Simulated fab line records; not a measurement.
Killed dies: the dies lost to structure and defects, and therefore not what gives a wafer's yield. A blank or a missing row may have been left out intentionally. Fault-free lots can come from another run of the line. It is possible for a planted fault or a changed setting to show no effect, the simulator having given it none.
One fault seen from 2 desks :: flow gf180mcu :: each desk has only its own numbers; what lay behind them comes last

== METROLOGY DESK ==
What the gauges read for every lot (on any tool): the sampled wafers with a number, averaged. A lot is out of limits, marked OUT, if its mean lies more than 4 standard deviations from the usual mean; the brackets give that distance.
Columns: A = HV_LDD_3_TW at GF_HV_LDD_TW_MEAS_38, usual 1435; B = cd nm at GF_HV_LDD_CD_MEAS_46, usual 399.9 nm; C = HV_LDD_03_OVL at GF_HV_LDD_OVL_MEAS_47, usual -0.3 nm; D = HV_LDD_4_TW at GF_HV_LDD_TW_MEAS_50, usual 569; E = NSD_TW at GF_NSD_TW_MEAS_12, usual 4273
lot: L784
first seen here: day 11 21:49
A: 1436
B: 400.4
C: 0.3
D: 567
E: 4241

lot: L786
first seen here: day 12 12:06
A: 1435
B: 403.2
C: 0.0
D: 568
E: 4290

lot: L788
first seen here: day 13 05:23
A: 1428
B: 396.1
C: 0.3
D: 568
E: 4271

lot: L789
first seen here: day 13 18:58
A: 1439
B: 397.7
C: -0.7
D: 568
E: 4239

lot: L791
first seen here: day 14 14:50
A: 1433
B: 398.0
C: 0.3
D: 574
E: 4257

lot: L790
first seen here: day 14 15:08
A: 1454
B: 400.2
C: -1.2
D: 565
E: 4277

lot: L796
first seen here: day 16 07:03
A: 1427
B: 401.9
C: 0.5
D: 297 (-70) OUT
E: 4284

lot: L797
first seen here: day 16 15:25
A: 1417
B: 399.8
C: -3.5
D: 302 (-69) OUT
E: 4297

lot: L799
first seen here: day 17 06:49
A: 1443
B: 399.9
C: -0.8
D: 392 (-45) OUT
E: 4290

lot: L801
first seen here: day 17 11:08
A: 1432
B: 396.9
C: -0.9
D: 569
E: 4233

lot: L803
first seen here: day 18 06:24
A: 1434
B: 399.2
C: 1.6
D: 563
E: 4298

lot: L804
first seen here: day 18 13:34
A: 1432
B: 399.9
C: 0.7
D: 564
E: 4267

lot: L805
first seen here: day 19 02:20
A: 1456
B: 400.2
C: -0.4
D: 574
E: 4315
This desk's finding: out of limits on L796, L797, L799; first on L796, day 17 05:48 (HV_LDD_4_TW at GF_HV_LDD_TW_MEAS_50). Within limits: L784, L786, L788, L789, L791, L790, L801, L803, L804, L805.

== THE TOOL OWNER'S DESK: litho track-02 ==
The tool's own readings at GF_HV_LDD_DEVELOP_45 (develop time 60 s): means of the sampled wafers that have a number, for each lot that ran on this tool. A lot is out of limits, marked OUT, if its mean lies more than 4 standard deviations from the usual mean; the brackets give that distance.
Columns: A = developer temp C at GF_HV_LDD_DEVELOP_45, usual 23.02 C
lot: L788
first seen here: day 14 01:50
A: 22.91

lot: L789
first seen here: day 14 14:50
A: 22.98

lot: L796
first seen here: day 17 05:17
A: 23.20

lot: L797
first seen here: day 17 14:41
A: 23.09

lot: L799
first seen here: day 18 05:42
A: 22.92
This desk found nothing out of limits on any of the 5 lots.

== BROUGHT TOGETHER ==
At day 17 05:48 the metrology desk could have sounded an alarm, on L796, L797, L799.
The tool owner's desk saw nothing out of limits.
On record at the tool owner's desk: L796, L797, L799, within its limits.
The lots listed all ran GF_HV_LDD_DEVELOP_45 on litho track-02.

== WHAT THE SIMULATOR HAD INSERTED ==
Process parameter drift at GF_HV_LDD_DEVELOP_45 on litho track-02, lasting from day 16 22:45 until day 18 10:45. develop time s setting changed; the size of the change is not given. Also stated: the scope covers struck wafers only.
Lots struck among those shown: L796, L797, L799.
Time in hours between the start of the fault and the first out-of-limits reading at each desk: metrology desk, 7.
